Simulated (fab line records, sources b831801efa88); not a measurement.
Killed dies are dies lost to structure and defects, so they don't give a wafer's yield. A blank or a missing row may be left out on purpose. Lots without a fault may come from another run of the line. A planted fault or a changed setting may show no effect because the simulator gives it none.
A struck lot beside a sound one | flow gf180mcu | 15 steps out of a route of 602
Sound: wafers L884.2, L884.3, L884.5. Struck: wafers L885.1, L885.3, L885.4. The cause comes at the end.
At each step with rows: each side's tool, then ch and its chambers, then its first start. Under that, the readings that differ: sound wafers | struck wafers | difference of the means | sigmas: that difference in standard deviations of wafers without a fault.
alike: readings whose means differ by less than 2 such deviations, and words and numbers that are the same on both sides. not compared: withheld readings, readings that some wafer has no value for, bounds like >300 that may hide the same value, and numbers for which the record gives no deviation and whose values overlap.
The two part at a step that has a row with sigmas, a row that says differs or no value, or rows on one side only. Numbers that don't overlap but have no deviation are shown without sigmas and don't part them. A reading that every wafer of one side lacks parts them only if that side has two wafers or more.

GF_V2_CMP_04: polishes SiO2.
  sound on cmp-01 ch 0,1,2, day 21 05:28; struck on cmp-01 ch 0,2,3, day 21 11:46
  alike: motor_current_A, time_to_endpoint_s
GF_V2_BOW_MEAS_05:
  sound on film_metro-01, day 21 05:47; struck on film_metro-01, day 21 12:01
  alike: V2_BOW
then, 8 steps without rows for these wafers: GF_V2_DEHYDRATE_06 (time 60 s); GF_V2_HMDS_07 (prime time 60 s); GF_V2_COAT_08; GF_V2_COAT_09 (resist thk 1000 nm); GF_V2_SOFTBAKE_10 (time 60 s); GF_V2_EXPOSE_11 (exposes mask Via2, target cd 260 nm); GF_V2_PEB_12 (peb time 90 s); GF_V2_DEVELOP_13 (develop time 60 s).
GF_V2_CD_MEAS_14: target cd 260 nm.
  sound on cd_sem-01, day 22 05:31; struck on cd_sem-01, day 22 11:35
  alike: cd_nm
GF_V2_OVL_MEAS_15:
  sound on overlay-02, day 22 05:37; struck on overlay-02, day 22 11:43
  alike: V2_OVL
GF_V2_ETCH_16: etches BARC in N2/H2.
  sound on rie_diel-01 ch 0,2,3, day 22 05:39; struck on rie_diel-01 ch 1,2,3, day 22 11:44
  reading            | sound             | struck            | difference | sigmas
  rf_fwd_power_W (W) | 497.4 497.6 494.5 | 575.8 574.3 574.1 | +78.2      | +43
  alike: bias_w, drypump_motor_current_A, oes_product_au, throttle_valve_pct
GF_V2_ETCH_17: etches SiO2 in C4F8/O2/Ar, stops on TiN, target depth 630 nm.
  sound on rie_diel-01 ch 0,2,3; struck on rie_diel-01 ch 1,2,3
  alike: bias_w, oes_product_au, rf_fwd_power_W
then, 1 step without rows for these wafers: GF_PASSIVATION_PROBE_99.

WHERE THEY PART
Only at GF_V2_ETCH_16, within this record. Later steps at which nothing parts them and some readings are alike: GF_V2_ETCH_17.

WHY: what the simulator had put in
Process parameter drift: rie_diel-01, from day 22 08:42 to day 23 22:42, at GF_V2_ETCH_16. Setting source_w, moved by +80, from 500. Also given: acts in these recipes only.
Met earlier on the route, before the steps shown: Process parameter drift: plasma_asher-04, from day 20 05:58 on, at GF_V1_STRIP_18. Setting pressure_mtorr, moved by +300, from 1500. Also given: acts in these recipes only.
